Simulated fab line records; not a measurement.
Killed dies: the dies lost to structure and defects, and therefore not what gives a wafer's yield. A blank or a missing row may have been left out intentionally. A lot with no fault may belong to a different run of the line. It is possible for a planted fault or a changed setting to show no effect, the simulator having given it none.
fab line records	flow gf180mcu	part 1 of 2: steps 1 to 31 of 41
[record] lots = 5	wafers = 15	last-day = 34
route steps=602 shown M3@412 V3@429
lots that met no fault: taken from a fault-free run of the same line
start-h: the number of hours between the record's first day and the start of the first shown wafer of the lot	wait-h: hours since the lot's step before	" repeats the value in the row above	L1.1+2: several wafers, shown together as one row	- no value, or no start given	* or withheld: withheld	< > ~ a bound
route shown NAME@n: a module of which the file shows steps, and the number in the route of the first	usual: mean/standard deviation taken from wafers without a fault	same: alike in all rows	chamber/n: place in a boat	sites: each site's reading	_std_site: how widely they spread, as a standard deviation	_edge_site: inner sites' mean taken away from outer sites' mean	radius-mm: how far each site lies from the wafer's centre	mask NAME#n: copy n	behind: the most recent tool/chamber to have shaped the wafer	hold: why the lot was held/for how many hours/how that ended	device: which transistor (n, p or np) failed to switch	end of line: tests run on the same wafers once the route is complete	for a step that has no rows: nothing shown but its recipe	killed: the dies lost at the first sort to structure and to defects; this is not the yield of the wafer	map: a wafer's dies, x killed, . not, _ none there
set.NAME: setting as actually run; set.NAME@STEP: the setting as run at that earlier step	model.NAME: the simulator's own value behind a step, which no gauge read
lots at selected steps of the route; one table per step, one row per wafer
services: when a tool's chamber went out of use (start-h, in hours from the record's first day, below 0 if earlier), for how many hours, and the reason
[[steps]]
[step GF_M3_SPUTTER_03]
[recipe] material = Ti	target-thk-nm = 10	substrate-temp-c = 300	chamber-pressure-pa = 0.3	power-w = 3000	time-s = 6.7
[usual] throttle-valve-pct = 29.8/0.42
lot.wafer	tool	chamber	start-h	wait-h	throttle-valve-pct
L086.2	pvd-sputter-04	-	569.85	0.0	29.3
L086.4	"	-	"	"	30.3
L086.6	"	-	"	"	30.0
L088.1	pvd-sputter-03	-	587.66	0.0	29.8
L088.4	"	-	"	"	29.6
L088.5	"	-	"	"	29.8
L089.1	pvd-sputter-03	-	596.11	0.0	30.5
L089.3	"	-	"	"	29.3
L089.5	"	-	"	"	30.6
L093.2	pvd-sputter-04	-	626.63	0.0	30.3
L093.5	"	-	"	"	30.4
L093.6	"	-	"	"	29.1
L097.1	pvd-sputter-01	-	654.16	0.0	29.8
L097.2	"	-	"	"	29.8
L097.5	"	-	"	"	29.8
[step GF_M3_SPUTTER_04]
[recipe] material = TiN	target-thk-nm = 50	power-w = 6500	time-s = 41.7	chamber-pressure-pa = 0.4
[usual] throttle-valve-pct = 29.8/0.44
lot.wafer	tool	chamber	start-h	wait-h	throttle-valve-pct
L086.2	pvd-sputter-04	-	569.87	0.0	29.2
L086.4	"	-	"	"	30.6
L086.6	"	-	"	"	30.0
L088.1	pvd-sputter-03	-	587.68	0.0	29.5
L088.4	"	-	"	"	29.7
L088.5	"	-	"	"	30.1
L089.1	pvd-sputter-03	-	596.13	0.0	30.5
L089.3	"	-	"	"	29.0
L089.5	"	-	"	"	30.5
L093.2	pvd-sputter-04	-	626.65	0.0	30.2
L093.5	"	-	"	"	30.3
L093.6	"	-	"	"	29.1
L097.1	pvd-sputter-01	-	654.18	0.0	29.6
L097.2	"	-	"	"	29.8
L097.5	"	-	"	"	29.8
[step GF_M3_RS_MEAS_05]
[recipe] thk-meas-gauge = four-point-probe	reads = TiN_of_M3_SPUTTER_04+Ti_of_M3_SPUTTER_03+AlCu_of_M3_SPUTTER_02+TiN_of_M3_SPUTTER_01+Ti_of_M3_SPUTTER_00
[usual] M3_ALCU_RS = 0.0699/0.0009
lot.wafer	tool	chamber	start-h	wait-h	M3_ALCU_RS[ohm/sq]
L086.2	film-metro-03	-	569.93	0.0	0.0680
L086.4	"	-	"	"	0.0697
L086.6	"	-	"	"	0.0686
L088.1	film-metro-03	-	587.72	0.0	0.0692
L088.4	"	-	"	"	0.0684
L088.5	"	-	"	"	0.0690
L089.1	film-metro-04	-	596.17	0.0	0.0711
L089.3	"	-	"	"	0.0695
L089.5	"	-	"	"	0.0709
L093.2	film-metro-01	-	626.71	0.0	0.0696
L093.5	"	-	"	"	0.0703
L093.6	"	-	"	"	0.0713
L097.1	film-metro-04	-	654.22	0.0	0.0704
L097.2	"	-	"	"	0.0707
L097.5	"	-	"	"	0.0711
[step GF_M3_THK_MEAS_06]
[recipe] thk-meas-gauge = xrf	reads = AlCu_of_M3_SPUTTER_02
[usual] M3_ALCU_THK = 439/5.7
lot.wafer	tool	chamber	start-h	wait-h	M3_ALCU_THK[nm]
L086.2	film-metro-03	-	570.04	0.1	450
L086.4	"	-	"	"	440
L086.6	"	-	"	"	448
L088.1	film-metro-03	-	587.84	0.1	446
L088.4	"	-	"	"	446
L088.5	"	-	"	"	444
L089.1	film-metro-04	-	596.29	0.1	434
L089.3	"	-	"	"	441
L089.5	"	-	"	"	435
L093.2	film-metro-01	-	626.82	0.1	436
L093.5	"	-	"	"	433
L093.6	"	-	"	"	429
L097.1	film-metro-04	-	654.34	0.1	439
L097.2	"	-	"	"	440
L097.5	"	-	"	"	432
[step GF_M3_DEHYDRATE_07]
[recipe] temp-c = 200	time-s = 60
lot.wafer	tool	chamber	start-h	wait-h
L086.2+4+6	litho-track-03	0	580.63	10.6
L088.1+4+5	litho-track-03	0	597.65	9.8
L089.1+3+5	litho-track-02	0	606.10	9.8
L093.2+5+6	litho-track-02	0	636.07	9.2
L097.1+2+5	litho-track-03	0	663.35	9.0
[step GF_M3_HMDS_08]
[recipe] prime-time-s = 60	prime-temp-c = 120
lot.wafer	tool	chamber	start-h	wait-h
L086.2+4+6	litho-track-03	0	580.78	0.1
L088.1+4+5	litho-track-03	0	597.80	0.1
L089.1+3+5	litho-track-02	0	606.25	0.1
L093.2+5+6	litho-track-02	0	636.22	0.1
L097.1+2+5	litho-track-03	0	663.50	0.1
[step GF_M3_COAT_09]
[recipe] resist = KrF	spin-rpm = withheld	resist-thk-nm = 1000
[usual] dispense-pressure-kPa = 49.0/2.6
lot.wafer	tool	chamber	start-h	wait-h	dispense-pressure-kPa
L086.2	litho-track-03	0	580.93	0.1	48.5
L086.4	"	0	"	"	48.5
L086.6	"	0	"	"	48.5
L088.1	litho-track-03	0	597.95	0.1	48.5
L088.4	"	0	"	"	48.5
L088.5	"	0	"	"	48.5
L089.1	litho-track-02	0	606.40	0.1	52.9
L089.3	"	0	"	"	52.9
L089.5	"	0	"	"	52.9
L093.2	litho-track-02	0	636.37	0.1	52.9
L093.5	"	0	"	"	52.9
L093.6	"	0	"	"	52.9
L097.1	litho-track-03	0	663.65	0.1	48.5
L097.2	"	0	"	"	48.5
L097.5	"	0	"	"	48.5
[step GF_M3_SOFTBAKE_10]
[recipe] temp-c = 130	time-s = 60	resist = KrF
lot.wafer	tool	chamber	start-h	wait-h
L086.2+4+6	litho-track-03	0	581.08	0.1
L088.1+4+5	litho-track-03	0	598.10	0.1
L089.1+3+5	litho-track-02	0	606.55	0.1
L093.2+5+6	litho-track-02	0	636.52	0.1
L097.1+2+5	litho-track-03	0	663.80	0.1
[step GF_M3_EXPOSE_11]
[recipe] mask-id = Metal3	target-cd-nm = 280	na = 0.68	source-shape = conventional	sigma-outer = 0.6	dose-mj = 28
[usual] focus-offset-nm = 0.1/0.57
[same] na = 0.68
lot.wafer	tool	chamber	start-h	wait-h	mask	focus-offset-nm
L086.2	krf-scanner-02	0	-	-	Metal3#0	-0.2
L086.4	"	0	"	"	Metal3#0	-0.4
L086.6	"	0	"	"	Metal3#0	-0.6
L088.1	krf-scanner-02	0	-	-	Metal3#0	0.1
L088.4	"	0	"	"	Metal3#0	-0.6
L088.5	"	0	"	"	Metal3#0	-0.6
L089.1	krf-scanner-01	0	-	-	Metal3#0	-0.2
L089.3	"	0	"	"	Metal3#0	0.1
L089.5	"	0	"	"	Metal3#0	0.5
L093.2	krf-scanner-02	0	-	-	Metal3#0	0.1
L093.5	"	0	"	"	Metal3#0	0.3
L093.6	"	0	"	"	Metal3#0	0.5
L097.1	krf-scanner-02	0	-	-	Metal3#0	0.0
L097.2	"	0	"	"	Metal3#0	-0.9
L097.5	"	0	"	"	Metal3#0	0.6
[step GF_M3_PEB_12]
[recipe] peb-temp-c = 135	peb-time-s = 90	resist = KrF
[same] peb-time-s = 90
lot.wafer	tool	chamber	start-h	wait-h
L086.2+4+6	litho-track-01	0	-	-
L088.1+4+5	litho-track-02	0	-	-
L089.1+3+5	litho-track-02	0	-	-
L093.2+5+6	litho-track-02	0	-	-
L097.1+2+5	litho-track-01	0	-	-
[step GF_M3_DEVELOP_13]
[recipe] develop-time-s = 60	dev-temp-c = 21
lot.wafer	tool	chamber	start-h	wait-h
L086.2+4+6	litho-track-01	0	591.34	0.2
L088.1+4+5	litho-track-02	0	608.55	0.2
L089.1+3+5	litho-track-02	0	617.20	0.2
L093.2+5+6	litho-track-02	0	646.62	0.2
L097.1+2+5	litho-track-01	0	672.82	0.2
[step GF_M3_CD_MEAS_14]
[recipe] target-cd-nm = 280
[usual] cd-nm = 280.0/1
lot.wafer	tool	chamber	start-h	wait-h	cd-nm
L086.2	cd-sem-01	-	591.49	0.1	280.1
L086.4	"	-	"	"	280.4
L086.6	"	-	"	"	280.4
L088.1	cd-sem-01	-	608.70	0.1	279.2
L088.4	"	-	"	"	280.9
L088.5	"	-	"	"	279.8
L089.1	cd-sem-02	-	617.35	0.1	279.2
L089.3	"	-	"	"	279.3
L089.5	"	-	"	"	278.9
L093.2	cd-sem-01	-	646.77	0.1	280.1
L093.5	"	-	"	"	279.0
L093.6	"	-	"	"	279.5
L097.1	cd-sem-01	-	672.97	0.1	280.5
L097.2	"	-	"	"	279.5
L097.5	"	-	"	"	279.8
[step GF_M3_OVL_MEAS_15]
[usual] M3_OVL = -4/5.4
lot.wafer	tool	chamber	start-h	wait-h	M3_OVL[nm]
L086.2	overlay-02	-	591.59	0.1	-17
L086.4	"	-	"	"	-16
L086.6	"	-	"	"	-21
L088.1	overlay-01	-	608.82	0.1	-5
L088.4	"	-	"	"	-8
L088.5	"	-	"	"	-5
L089.1	overlay-02	-	617.47	0.1	2
L089.3	"	-	"	"	1
L089.5	"	-	"	"	1
L093.2	overlay-02	-	646.87	0.1	5
L093.5	"	-	"	"	0
L093.6	"	-	"	"	6
L097.1	overlay-02	-	673.09	0.1	-9
L097.2	"	-	"	"	-9
L097.5	"	-	"	"	-10
[step GF_M3_METAL_ETCH_16]
[recipe] chemistry = Cl2/BCl3	mask-material = KrF	target-depth-nm = 750.8	stop-on = SiO2	pressure-mtorr = 8	icp-w = 800	bias-w = 140	Cl2_flow_sccm = 80	bcl3-flow-sccm = 40	time-s = 121.5
[usual] drypump-motor-current-A = 6.1/0.36	oes-product-au = 0.991/0.0088	throttle-valve-pct = 28.229/0.012
lot.wafer	tool	chamber	start-h	wait-h	drypump-motor-current-A	oes-product-au	rf-hours-counter-h	throttle-valve-pct
L086.2	rie-metal-04	0	591.62	0.0	6.6	0.992	14	28.222
L086.4	"	1	"	"	6.4	0.978	-	28.239
L086.6	"	0	"	"	6.6	0.989	-	28.225
L088.1	rie-metal-02	0	608.85	0.0	5.6	0.979	1	28.241
L088.4	"	0	"	"	5.6	0.988	-	28.236
L088.5	"	0	"	"	5.6	0.983	-	28.230
L089.1	rie-metal-04	0	617.50	0.0	6.6	1.002	15	28.218
L089.3	"	1	"	"	6.3	0.985	-	28.238
L089.5	"	0	"	"	6.6	0.998	-	28.215
L093.2	rie-metal-02	1	646.90	0.0	5.8	0.975	14	28.220
L093.5	"	1	"	"	5.9	0.973	-	28.256
L093.6	"	0	"	"	5.6	0.984	-	28.242
L097.1	rie-metal-02	0	673.12	0.0	5.6	0.977	3	28.264
L097.2	"	1	"	"	5.8	0.981	15	28.235
L097.5	"	0	"	"	5.6	0.976	-	28.245
[step GF_M3_STRIP_17]
[recipe] chemistry = O2/N2	power-w = 1400	pressure-mtorr = 1500	platen-temp-c = 250	o2-flow-sccm = 3000	n2-flow-sccm = 300	overash-fraction = 0.5
[usual] drypump-motor-current-A = 6.1/0.32	heater-power-w = 333/48	o2-flow-sccm = 3000/8.4	oes-product-au = 0.542/0.0047	strip-time-to-endpoint-s = 7.50/0.055
lot.wafer	tool	chamber	start-h	wait-h	drypump-motor-current-A	heater-power-w	o2-flow-sccm	oes-product-au	rf-hours-counter-h	strip-time-to-endpoint-s
L086.2	plasma-asher-04	0	591.75	0.1	6.0	474	3012	0.542	96	7.44
L086.4	"	0	"	"	6.0	476	3024	0.547	-	7.56
L086.6	"	1	"	"	6.3	356	2979	0.545	-	7.44
L088.1	plasma-asher-01	0	609.03	0.1	6.3	320	3000	0.540	54	7.55
L088.4	"	0	"	"	6.2	317	3002	0.545	-	7.59
L088.5	"	0	"	"	6.3	318	3010	0.545	-	7.56
L089.1	plasma-asher-01	1	617.63	0.1	5.6	323	2997	0.540	55	7.48
L089.3	"	0	"	"	6.3	316	3002	0.551	-	7.54
L089.5	"	1	"	"	5.6	318	2998	0.542	-	7.45
L093.2	plasma-asher-03	0	647.03	0.1	6.6	312	3007	0.539	86	7.56
L093.5	"	1	"	"	6.2	311	2987	0.540	-	7.55
L093.6	"	0	"	"	6.6	308	3000	0.541	-	7.54
L097.1	plasma-asher-03	1	673.25	0.1	6.1	304	3003	0.545	89	7.55
L097.2	"	0	"	"	6.6	306	2999	0.543	89	7.55
L097.5	"	0	"	"	6.6	306	3003	0.550	-	7.55
[step GF_M3_STRIP_18]
[recipe] chemistry = post-etch-residue-remover	time-s = 1200	temp-c = 72.5
lot.wafer	tool	chamber	start-h	wait-h
L086.2+4+6	wet-bench-01	2	591.85	0.1
L088.1+4+5	wet-bench-03	3	609.13	0.1
L089.1+3+5	wet-bench-04	3	617.73	0.1
L093.2+5+6	wet-bench-01	1	647.13	0.1
L097.1+2+5	wet-bench-03	3	673.35	0.1
[step GF_M3_CLEAN_19]
[recipe] chemistry = DIW	dry = n2-spin
lot.wafer	tool	chamber	start-h	wait-h
L086.2+4+6	wet-bench-04	2	592.20	0.0
L088.1+4+5	wet-bench-04	3	609.47	0.0
L089.1+3+5	wet-bench-01	0	618.10	0.0
L093.2+5+6	wet-bench-01	0	647.50	0.0
L097.1+2+5	wet-bench-04	3	673.69	0.0
[step GF_V3_CVD_00]
[recipe] material = SiO2	target-thk-nm = 600	sigma-open-frac = 0.3	temp-c = 400	time-s = 100	sih4-flow-sccm = 60	pressure-mtorr = 6
lot.wafer	tool	chamber	start-h	wait-h
L086.2+4+6	hdpcvd-01	2,1,0	592.29	0.0
L088.1+4+5	hdpcvd-02	2,2,1	609.56	0.0
L089.1+3+5	hdpcvd-02	1,0,2	618.20	0.0
L093.2+5+6	hdpcvd-02	1,0,1	647.60	0.0
L097.1+2+5	hdpcvd-02	0,1,2	673.79	0.0
[step GF_V3_THK_MEAS_01]
[recipe] reads = SiO2_of_V3_CVD_00
[usual] V3_CVD_00_THK = 594/7.9
lot.wafer	tool	chamber	start-h	wait-h	V3_CVD_00_THK[nm]
L086.2	film-metro-04	-	592.37	0.0	589
L086.4	"	-	"	"	602
L086.6	"	-	"	"	593
L088.1	film-metro-04	-	609.63	0.0	594
L088.4	"	-	"	"	589
L088.5	"	-	"	"	587
L089.1	film-metro-02	-	618.27	0.0	590
L089.3	"	-	"	"	590
L089.5	"	-	"	"	596
L093.2	film-metro-01	-	647.69	0.0	592
L093.5	"	-	"	"	593
L093.6	"	-	"	"	589
L097.1	film-metro-02	-	673.86	0.0	587
L097.2	"	-	"	"	592
L097.5	"	-	"	"	588
[step GF_V3_CVD_02]
[recipe] material = SiO2	target-thk-nm = 850	precursor = TEOS	temp-c = 400	time-s = 94.851	rf-w = 600
[usual] heater-power-w = 668/95
lot.wafer	tool	chamber	start-h	wait-h	heater-power-w
L086.2	pecvd-04	2	592.42	0.0	833
L086.4	"	2	"	"	695
L086.6	"	0	"	"	474
L088.1	pecvd-04	0	609.69	0.1	578
L088.4	"	1	"	"	786
L088.5	"	0	"	"	472
L089.1	pecvd-04	1	618.33	0.1	788
L089.3	"	0	"	"	483
L089.5	"	1	"	"	622
L093.2	pecvd-04	2	647.74	0.0	737
L093.5	"	0	"	"	582
L093.6	"	2	"	"	820
L097.1	pecvd-02	1	673.92	0.1	596
L097.2	"	0	"	"	727
L097.5	"	1	"	"	471
[step GF_V3_THK_MEAS_03]
[recipe] reads = SiO2_of_V3_CVD_02
[usual] V3_CVD_02_THK = 842/14
lot.wafer	tool	chamber	start-h	wait-h	V3_CVD_02_THK[nm]
L086.2	film-metro-01	-	592.50	0.0	840
L086.4	"	-	"	"	846
L086.6	"	-	"	"	829
L088.1	film-metro-01	-	609.76	0.0	829
L088.4	"	-	"	"	850
L088.5	"	-	"	"	838
L089.1	film-metro-04	-	618.40	0.0	839
L089.3	"	-	"	"	831
L089.5	"	-	"	"	851
L093.2	film-metro-01	-	647.82	0.0	840
L093.5	"	-	"	"	847
L093.6	"	-	"	"	856
L097.1	film-metro-04	-	673.99	0.0	837
L097.2	"	-	"	"	835
L097.5	"	-	"	"	851
[step GF_V3_CMP_04]
[recipe] material = SiO2	down-force-psi = 4	platen-rpm = 60	pad-velocity-m-s = 0.94248
[usual] motor-current-A = 12.2/1.4	time-to-endpoint-s = 77/6.7
lot.wafer	tool	chamber	start-h	wait-h	motor-current-A	time-to-endpoint-s
L086.4	cmp-01	1	592.60	0.1	12.0	82
L086.2	"	2	"	"	13.1	78
L086.6	"	0	"	"	12.1	75
L088.4	cmp-02	1	609.93	0.1	16.1	83
L088.1	"	0	"	"	11.7	72
L088.5	"	1	"	"	14.9	78
L089.1	cmp-02	0	618.51	0.1	11.1	76
L089.3	"	2	"	"	10.9	67
L089.5	"	3	"	"	11.2	76
L093.2	cmp-01	0	648.02	0.2	11.5	75
L093.5	"	0	"	"	11.4	78
L093.6	"	1	"	"	11.9	80
L097.1	cmp-02	3	674.10	0.1	11.2	70
L097.2	"	1	"	"	15.6	77
L097.5	"	3	"	"	10.9	75
[step GF_V3_BOW_MEAS_05]
[recipe] mode = bow
[usual] V3_BOW = 118/9.5
lot.wafer	tool	chamber	start-h	wait-h	V3_BOW[um]
L086.2	film-metro-04	-	592.87	0.2	126
L086.4	"	-	"	"	109
L086.6	"	-	"	"	118
L088.1	film-metro-04	-	610.23	0.1	123
L088.4	"	-	"	"	121
L088.5	"	-	"	"	130
L089.1	film-metro-04	-	618.76	0.2	118
L089.3	"	-	"	"	113
L089.5	"	-	"	"	120
L093.2	film-metro-01	-	648.34	0.3	113
L093.5	"	-	"	"	120
L093.6	"	-	"	"	118
L097.1	film-metro-01	-	674.35	0.2	109
L097.2	"	-	"	"	107
L097.5	"	-	"	"	109
[step GF_V3_DEHYDRATE_06]
[recipe] temp-c = 200	time-s = 60
lot.wafer	tool	chamber	start-h	wait-h
L086.2+4+6	litho-track-04	0	602.86	10.0
L088.1+4+5	litho-track-01	0	619.92	9.7
L089.1+3+5	litho-track-01	0	628.27	9.5
L093.2+5+6	litho-track-02	0	657.57	9.2
L097.1+2+5	litho-track-02	0	683.30	8.9
[step GF_V3_HMDS_07]
[recipe] prime-time-s = 60	prime-temp-c = 120
lot.wafer	tool	chamber	start-h	wait-h
L086.2+4+6	litho-track-04	0	603.01	0.1
L088.1+4+5	litho-track-01	0	620.07	0.1
L089.1+3+5	litho-track-01	0	628.42	0.1
L093.2+5+6	litho-track-02	0	657.72	0.1
L097.1+2+5	litho-track-02	0	683.45	0.1
[step GF_V3_COAT_08]
[recipe] resist = BARC	temp-c = withheld	time-s = withheld	spin-rpm = withheld	resist-thk-nm = withheld
[usual] dispense-pressure-kPa = 50/3.4
lot.wafer	tool	chamber	start-h	wait-h	dispense-pressure-kPa
L086.2	litho-track-04	0	603.16	0.1	54
L086.4	"	0	"	"	54
L086.6	"	0	"	"	54
L088.1	litho-track-01	0	620.22	0.1	47
L088.4	"	0	"	"	47
L088.5	"	0	"	"	47
L089.1	litho-track-01	0	628.57	0.1	47
L089.3	"	0	"	"	47
L089.5	"	0	"	"	47
L093.2	litho-track-02	0	657.87	0.1	53
L093.5	"	0	"	"	53
L093.6	"	0	"	"	53
L097.1	litho-track-02	0	683.60	0.1	53
L097.2	"	0	"	"	53
L097.5	"	0	"	"	53
[step GF_V3_COAT_09]
[recipe] resist = KrF	spin-rpm = withheld	resist-thk-nm = 1000
[usual] dispense-pressure-kPa = 50/3.4
lot.wafer	tool	chamber	start-h	wait-h	dispense-pressure-kPa
L086.2	litho-track-04	0	-	-	54
L086.4	"	0	"	"	54
L086.6	"	0	"	"	54
L088.1	litho-track-01	0	-	-	47
L088.4	"	0	"	"	47
L088.5	"	0	"	"	47
L089.1	litho-track-01	0	-	-	47
L089.3	"	0	"	"	47
L089.5	"	0	"	"	47
L093.2	litho-track-02	0	-	-	53
L093.5	"	0	"	"	53
L093.6	"	0	"	"	53
L097.1	litho-track-02	0	-	-	53
L097.2	"	0	"	"	53
L097.5	"	0	"	"	53
[step GF_V3_SOFTBAKE_10]
[recipe] temp-c = 130	time-s = 60	resist = KrF
lot.wafer	tool	chamber	start-h	wait-h
L086.2+4+6	litho-track-04	0	-	-
L088.1+4+5	litho-track-01	0	-	-
L089.1+3+5	litho-track-01	0	-	-
L093.2+5+6	litho-track-02	0	-	-
L097.1+2+5	litho-track-02	0	-	-
[step GF_V3_EXPOSE_11]
[recipe] mask-id = Via3	target-cd-nm = 260	na = 0.68	source-shape = conventional	sigma-outer = 0.6	dose-mj = 38
[usual] focus-offset-nm = -0.1/0.59
[same] na = 0.68
lot.wafer	tool	chamber	start-h	wait-h	mask	focus-offset-nm
L086.2	krf-scanner-02	0	-	-	Via3#0	-0.8
L086.4	"	0	"	"	Via3#0	-0.7
L086.6	"	0	"	"	Via3#0	0.3
L088.1	krf-scanner-02	0	-	-	Via3#0	0.1
L088.4	"	0	"	"	Via3#0	-0.5
L088.5	"	0	"	"	Via3#0	0.7
L089.1	krf-scanner-01	0	-	-	Via3#0	-0.3
L089.3	"	0	"	"	Via3#0	-0.4
L089.5	"	0	"	"	Via3#0	-0.4
L093.2	krf-scanner-01	0	-	-	Via3#0	-0.7
L093.5	"	0	"	"	Via3#0	-0.8
L093.6	"	0	"	"	Via3#0	-0.3
L097.1	krf-scanner-02	0	-	-	Via3#0	0.3
L097.2	"	0	"	"	Via3#0	-0.3
L097.5	"	0	"	"	Via3#0	-0.2
[step GF_V3_PEB_12]
[recipe] peb-temp-c = 135	peb-time-s = 90	resist = KrF
[same] peb-time-s = 90
lot.wafer	tool	chamber	start-h	wait-h
L086.2+4+6	litho-track-01	0	-	-
L088.1+4+5	litho-track-01	0	-	-
L089.1+3+5	litho-track-01	0	-	-
L093.2+5+6	litho-track-04	0	-	-
L097.1+2+5	litho-track-04	0	-	-
[step GF_V3_DEVELOP_13]
[recipe] develop-time-s = 60	resist = KrF	dev-temp-c = 21
lot.wafer	tool	chamber	start-h	wait-h
L086.2+4+6	litho-track-01	0	613.59	0.2
L088.1+4+5	litho-track-01	0	630.77	0.2
L089.1+3+5	litho-track-01	0	638.62	0.2
L093.2+5+6	litho-track-04	0	667.71	0.2
L097.1+2+5	litho-track-04	0	692.39	0.2
